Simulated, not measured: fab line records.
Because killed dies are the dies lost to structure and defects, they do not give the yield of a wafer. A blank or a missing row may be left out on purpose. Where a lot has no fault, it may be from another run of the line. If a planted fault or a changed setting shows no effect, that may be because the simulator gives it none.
Matching of chambers / flow sky130 / cmp-02 running SKY_FIELD_ISO_CMP_27: 4 sister chambers
The step polishes, stops on Si3N4, t overpolish 16 s, target thk 457.8 nm. 22 wafers are shown with their chamber, then 11 later ones without.

== EACH WAFER AND ITS CHAMBER ==
wafer=L078.1; chamber=1; motor_current_A (A)=14.1; time_to_endpoint_s (s)=121; overpolish_run_s (s)=15.999
wafer=L078.3; chamber=3; motor_current_A (A)=10.5; time_to_endpoint_s (s)=114; overpolish_run_s (s)=16.004
wafer=L078.6; chamber=0; motor_current_A (A)=10.7; time_to_endpoint_s (s)=112; overpolish_run_s (s)=16.000
wafer=L081.3; chamber=3; motor_current_A (A)=10.6; time_to_endpoint_s (s)=111; overpolish_run_s (s)=16.002
wafer=L081.5; chamber=2; motor_current_A (A)=13.4; time_to_endpoint_s (s)=116; overpolish_run_s (s)=16.000
wafer=L081.6; chamber=3; motor_current_A (A)=10.4; time_to_endpoint_s (s)=113; overpolish_run_s (s)=15.998
wafer=L082.2; chamber=2; motor_current_A (A)=13.6; time_to_endpoint_s (s)=114; overpolish_run_s (s)=16.012
wafer=L082.5; chamber=3; motor_current_A (A)=9.8; time_to_endpoint_s (s)=111; overpolish_run_s (s)=16.021
wafer=L082.6; chamber=0; motor_current_A (A)=9.9; time_to_endpoint_s (s)=117; overpolish_run_s (s)=16.002
wafer=L083.1; chamber=3; motor_current_A (A)=9.9; time_to_endpoint_s (s)=116; overpolish_run_s (s)=16.000
wafer=L083.2; chamber=2; motor_current_A (A)=12.8; time_to_endpoint_s (s)=120; overpolish_run_s (s)=16.016
wafer=L083.4; chamber=0; motor_current_A (A)=10.7; time_to_endpoint_s (s)=115; overpolish_run_s (s)=15.997
wafer=L084.1; chamber=1; motor_current_A (A)=13.1; time_to_endpoint_s (s)=132; overpolish_run_s (s)=15.990
wafer=L084.5; chamber=2; motor_current_A (A)=13.2; time_to_endpoint_s (s)=122; overpolish_run_s (s)=15.989
wafer=L084.6; chamber=1; motor_current_A (A)=13.8; time_to_endpoint_s (s)=124; overpolish_run_s (s)=16.006
wafer=L086.1; chamber=0; motor_current_A (A)=10.8; time_to_endpoint_s (s)=117; overpolish_run_s (s)=16.001
wafer=L086.2; chamber=2; motor_current_A (A)=14.1; time_to_endpoint_s (s)=126; overpolish_run_s (s)=16.001
wafer=L086.4; chamber=1; motor_current_A (A)=13.7; time_to_endpoint_s (s)=131; overpolish_run_s (s)=15.994
wafer=L089.2; chamber=2; motor_current_A (A)=13.5; time_to_endpoint_s (s)=117; overpolish_run_s (s)=15.995
wafer=L089.5; chamber=2; motor_current_A (A)=14.1; time_to_endpoint_s (s)=112; overpolish_run_s (s)=16.000
wafer=L089.6; chamber=3; motor_current_A (A)=10.8; time_to_endpoint_s (s)=110; overpolish_run_s (s)=16.000
wafer=L090.2; chamber=3; motor_current_A (A)=9.8; time_to_endpoint_s (s)=111; overpolish_run_s (s)=15.986

SIGNATURES, as means of the wafers listed above
reading=motor_current_A; chamber 0=10.525; chamber 1=13.675; chamber 2=13.529; chamber 3=10.257; scatter within a chamber=0.435
reading=time_to_endpoint_s; chamber 0=115.25; chamber 1=127.00; chamber 2=118.14; chamber 3=112.29; scatter within a chamber=3.88
reading=overpolish_run_s; chamber 0=16.00000; chamber 1=15.99725; chamber 2=16.00186; chamber 3=16.00157; scatter within a chamber=0.00857
Rule: for each reading, subtract the chamber's mean from the wafer's reading, divide by that reading's scatter and square the result; add these up over the readings and take the root, which gives the wafer's distance from the chamber. If the next closest chamber is less than 2 further off than the closest, the wafer can't be placed; otherwise it belongs to the closest. The scatter is the square root of a quotient: the sum, over the shown wafers, of each reading's squared deviation from its chamber's mean, divided by wafers minus chambers.

== WAFERS WITHOUT THEIR CHAMBER ==
wafer=L090.4; motor_current_A (A)=13.5; time_to_endpoint_s (s)=109; overpolish_run_s (s)=16.016
wafer=L090.5; motor_current_A (A)=13.7; time_to_endpoint_s (s)=120; overpolish_run_s (s)=15.991
wafer=L091.3; motor_current_A (A)=10.3; time_to_endpoint_s (s)=111; overpolish_run_s (s)=15.999
wafer=L091.4; motor_current_A (A)=12.9; time_to_endpoint_s (s)=116; overpolish_run_s (s)=16.010
wafer=L091.5; motor_current_A (A)=10.8; time_to_endpoint_s (s)=112; overpolish_run_s (s)=16.004
wafer=L092.2; motor_current_A (A)=10.3; time_to_endpoint_s (s)=110; overpolish_run_s (s)=16.000
wafer=L092.4; motor_current_A (A)=13.2; time_to_endpoint_s (s)=121; overpolish_run_s (s)=15.984
wafer=L092.6; motor_current_A (A)=13.4; time_to_endpoint_s (s)=122; overpolish_run_s (s)=15.987
wafer=L097.1; motor_current_A (A)=13.8; time_to_endpoint_s (s)=124; overpolish_run_s (s)=15.996
wafer=L097.2; motor_current_A (A)=13.3; time_to_endpoint_s (s)=119; overpolish_run_s (s)=15.989
wafer=L097.5; motor_current_A (A)=13.1; time_to_endpoint_s (s)=114; overpolish_run_s (s)=16.020

== WHICH CHAMBER EACH ONE RAN IN ==
wafer=L090.4; from the rows above=2; in truth=2
wafer=L090.5; from the rows above=can't be placed: 2 or 1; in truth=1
wafer=L091.3; from the rows above=can't be placed: 3 or 0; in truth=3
wafer=L091.4; from the rows above=can't be placed: 2 or 1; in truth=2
wafer=L091.5; from the rows above=can't be placed: 0 or 3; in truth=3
wafer=L092.2; from the rows above=can't be placed: 3 or 0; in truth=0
wafer=L092.4; from the rows above=can't be placed: 2 or 1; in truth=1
wafer=L092.6; from the rows above=can't be placed: 1 or 2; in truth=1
wafer=L097.1; from the rows above=can't be placed: 1 or 2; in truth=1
wafer=L097.2; from the rows above=can't be placed: 2 or 1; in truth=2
wafer=L097.5; from the rows above=can't be placed: 2 or 1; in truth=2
Correctly placed: 1 of 11. Unplaceable from these rows: 10, with the true chamber sitting among the candidates in 10. 0 placed wrongly.
